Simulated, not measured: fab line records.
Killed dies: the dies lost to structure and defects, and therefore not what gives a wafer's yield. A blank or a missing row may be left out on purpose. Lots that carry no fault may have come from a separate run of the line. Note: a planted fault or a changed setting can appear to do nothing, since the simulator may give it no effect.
Matching of chambers || flow sky130 || rie-diel-01 running SKY_FIELD_ISO_ETCH_15: 4 sister chambers
The step etches the open film in CHF3/O2, stops on Si, target depth 180 nm, time 72 s. 4 wafers are shown with their chamber, then 7 later ones without.

## WAFERS PAIRED WITH THEIR CHAMBERS
{"wafer": "L851.2", "chamber": 0, "oes-product-au (a.u.)": 0.945}
{"wafer": "L853.3", "chamber": 1, "oes-product-au (a.u.)": 0.949}
{"wafer": "L858.3", "chamber": 2, "oes-product-au (a.u.)": 0.945}
{"wafer": "L858.5", "chamber": 3, "oes-product-au (a.u.)": 0.936}

## WAFERS WHOSE CHAMBER IS MISSING
{"wafer": "L858.6", "oes-product-au (a.u.)": 0.950}
{"wafer": "L859.1", "oes-product-au (a.u.)": 0.942}
{"wafer": "L859.3", "oes-product-au (a.u.)": 0.951}
{"wafer": "L859.6", "oes-product-au (a.u.)": 0.944}
{"wafer": "L860.1", "oes-product-au (a.u.)": 0.938}
{"wafer": "L860.2", "oes-product-au (a.u.)": 0.935}
{"wafer": "L860.4", "oes-product-au (a.u.)": 0.940}

## THE CHAMBER EACH PASSED THROUGH
{"wafer": "L858.6", "from the rows above": "can't be placed: 1 or 0 or 2", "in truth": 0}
{"wafer": "L859.1", "from the rows above": "can't be placed: 0 or 2 or 3 or 1", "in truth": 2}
{"wafer": "L859.3", "from the rows above": "can't be placed: 1 or 0 or 2", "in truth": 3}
{"wafer": "L859.6", "from the rows above": "can't be placed: 0 or 2 or 1", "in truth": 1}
{"wafer": "L860.1", "from the rows above": 3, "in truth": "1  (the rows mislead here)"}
{"wafer": "L860.2", "from the rows above": 3, "in truth": 3}
{"wafer": "L860.4", "from the rows above": "can't be placed: 3 or 0 or 2", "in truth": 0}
Correctly placed: 1 of 7. From these rows, 5 cannot be placed; in 4 the true chamber is one of the candidates. 1 placed wrongly.
How it was worked out, from the rows above alone: a wafer's distance from a chamber is the root of the sum, over the readings, of the square of ((its reading less the chamber's mean) divided by the reading's scatter). If the next closest chamber is less than 2 further off than the closest, the wafer can't be placed; otherwise it belongs to the closest. A chamber's mean is the mean of its shown wafers. The scatter: root of mean squared gap, hidden wafer to nearest shown wafer, with one shown wafer a chamber.
